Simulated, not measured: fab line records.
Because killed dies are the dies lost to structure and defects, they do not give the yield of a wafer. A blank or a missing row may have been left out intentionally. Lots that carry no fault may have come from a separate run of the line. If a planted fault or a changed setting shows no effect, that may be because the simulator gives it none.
8D (eight disciplines) problem report, filled in by code || flow gf180mcu || the parts of the form that need people (team, actions taken, sign-off) are left out

1. WHAT IS WRONG
stripTimeToEndpointS at GF_VT_IMPLANT_STRIP_42 reads a mean of 12.82 s on 6 wafers of 2 lots; wafers without a fault read 12.64 s with a standard deviation of 0.032. That puts it +5.5 standard deviations away from the usual mean.
The step: strips in O2/N2.
First observed at day 11 19:46: wafer L445.3, on plasmaAsher-01. The record holds 39 wafers of 13 lots with a number at this step. By rule, "out" or "out of limits" means more than 4 standard deviations away from the usual mean. Any other wafer with a number is counted as sound.

2. WHAT IT IS, WHAT IT ISN'T
{"question": "which readings at this step", "is": "stripTimeToEndpointS", "is not": "heaterPowerW"}
{"question": "which lots", "is": "L445, L447", "is not": "L430, L431, L432, L434, L435, L437, L438, L439, L440, L441, L442"}
{"question": "which wafers of those lots", "is": "all that have a number", "is not": "-"}
{"question": "read on which tools", "is": "plasmaAsher-01, plasmaAsher-03", "is not": "plasmaAsher-02"}
{"question": "when", "is": "from day 11 19:46", "is not": "up to then (33 sound wafers)"}

3. SUSPECTS, AND WHAT RULES EACH OUT
Counting: a tool at any process step up to the reading remains a suspect when it ran all the lots that are out and ran no sound lot after the first of those.
- lithoTrack-04 at GF_VT_IMPLANT_COAT_35 (resist thk 1000 nm): kept. It processed each lot that is out, first L445 at day 11 09:17, and no sound lot thereafter; up to then, the last sound lot it processed was L442 at day 10 13:18.
Remaining after the count: lithoTrack-04 at GF_VT_IMPLANT_COAT_35.

4. THE CAUSE (what the simulator had put in)
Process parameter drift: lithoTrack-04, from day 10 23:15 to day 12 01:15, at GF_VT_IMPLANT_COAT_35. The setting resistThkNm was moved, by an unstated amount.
Only this tool survived the counting.

5. THE EFFECT CHAIN, in route order
One row per reading whose mean, taken over the struck wafers that have a number, lies over 3 standard deviations from the usual. Readings are gone through only where the record gives a usual standard deviation; hours: the median, over the lots, of the time from a lot's start at the first step in this table giving one to that lot's start at this step; sigmas: the change measured in usual standard deviations.
{"hours": 0, "step": "GF_VT_IMPLANT_STRIP_42", "reading": "stripTimeToEndpointS", "usual": "12.64 s", "on struck wafers": 12.82, "change": "+0.18", "sigmas": "+5.5"}
It contains these process steps:
- GF_VT_IMPLANT_STRIP_42: strips in O2/N2.
At these later measuring or inspecting steps, every struck wafer for which the step has a row has a number for every such reading, and none has moved that far: GF_PSD_CD_MEAS_07, GF_SALICIDE_THK_MEAS_05.

6. WHAT WOULD HAVE CAUGHT IT SOONER
21 hours passed between the start of the fault at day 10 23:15 and the first reading out of limits in this record, taken at day 11 19:46.
No tool reading at GF_VT_IMPLANT_COAT_35 that has a usual standard deviation in the record was out on any struck wafer, so an alarm limit of 4 standard deviations on those readings would not have fired.
L447, from the lots that are out (2), started GF_VT_IMPLANT_COAT_35 on lithoTrack-04 later than day 11 19:46. It would have been spared by a hold on the tool at that moment.
